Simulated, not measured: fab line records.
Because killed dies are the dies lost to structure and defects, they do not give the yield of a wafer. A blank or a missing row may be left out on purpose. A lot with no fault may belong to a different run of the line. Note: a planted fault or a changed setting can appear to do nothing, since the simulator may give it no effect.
Which tool was responsible? / flow sky130 / 33 wafers sampled from 11 lots at 1 step of a route of 708

WHAT EACH GAUGE READ, for each wafer
SKY_METAL5_THK_MEAS_06: measures by xrf.
lot=L804; measured=day 43 03:29; on=film-metro-02; METAL5_ALCU_THK (nm)=1183 1173 1179
lot=L805; measured=day 43 08:08; on=film-metro-04; METAL5_ALCU_THK (nm)=1201 1193 1187
lot=L806; measured=day 43 11:19; on=film-metro-01; METAL5_ALCU_THK (nm)=1141 1155 1159
lot=L810; measured=day 44 21:35; on=film-metro-02; METAL5_ALCU_THK (nm)=1170 1156 1169
lot=L809; measured=day 44 23:31; on=film-metro-04; METAL5_ALCU_THK (nm)=1196 1178 1179
lot=L815; measured=day 46 15:52; on=film-metro-02; METAL5_ALCU_THK (nm)=1176 1172 1188
lot=L816; measured=day 46 17:58; on=film-metro-02; METAL5_ALCU_THK (nm)=1151 1165 1157
lot=L818; measured=day 46 20:49; on=film-metro-01; METAL5_ALCU_THK (nm)=1170 1166 1169
lot=L819; measured=day 47 00:07; on=film-metro-02; METAL5_ALCU_THK (nm)=1172 1164 1168
lot=L821; measured=day 48 01:28; on=film-metro-01; METAL5_ALCU_THK (nm)=1182 1186 1178
lot=L823; measured=day 48 06:31; on=film-metro-01; METAL5_ALCU_THK (nm)=1156 1170 1163

WHICH TOOL RAN EACH LOT (tool, then ch and the chambers of the sampled wafers, then the start)
The record holds no process step before these readings.

THE ANSWER, worked out from the rows above alone
Rule: usual is defined by the lots themselves. Put in order of their means at a reading, lots are off if they are a third of the lots or fewer, leave a main group of 4 or more, and stand apart from it by a gap of 3 or more times the standard deviation of the main group's means; of several such gaps the widest counts. A main group is skipped when, at the precision printed for the reading in the tables above, its means are all equal. A lot without any number at a reading at which 4 lots or more have one is off too. Where the step has rows for the other lots, those lots are counted as sound.
Across all readings shown, no lot is off: no conclusion can be drawn from this.

WHAT THE SIMULATOR PUT IN
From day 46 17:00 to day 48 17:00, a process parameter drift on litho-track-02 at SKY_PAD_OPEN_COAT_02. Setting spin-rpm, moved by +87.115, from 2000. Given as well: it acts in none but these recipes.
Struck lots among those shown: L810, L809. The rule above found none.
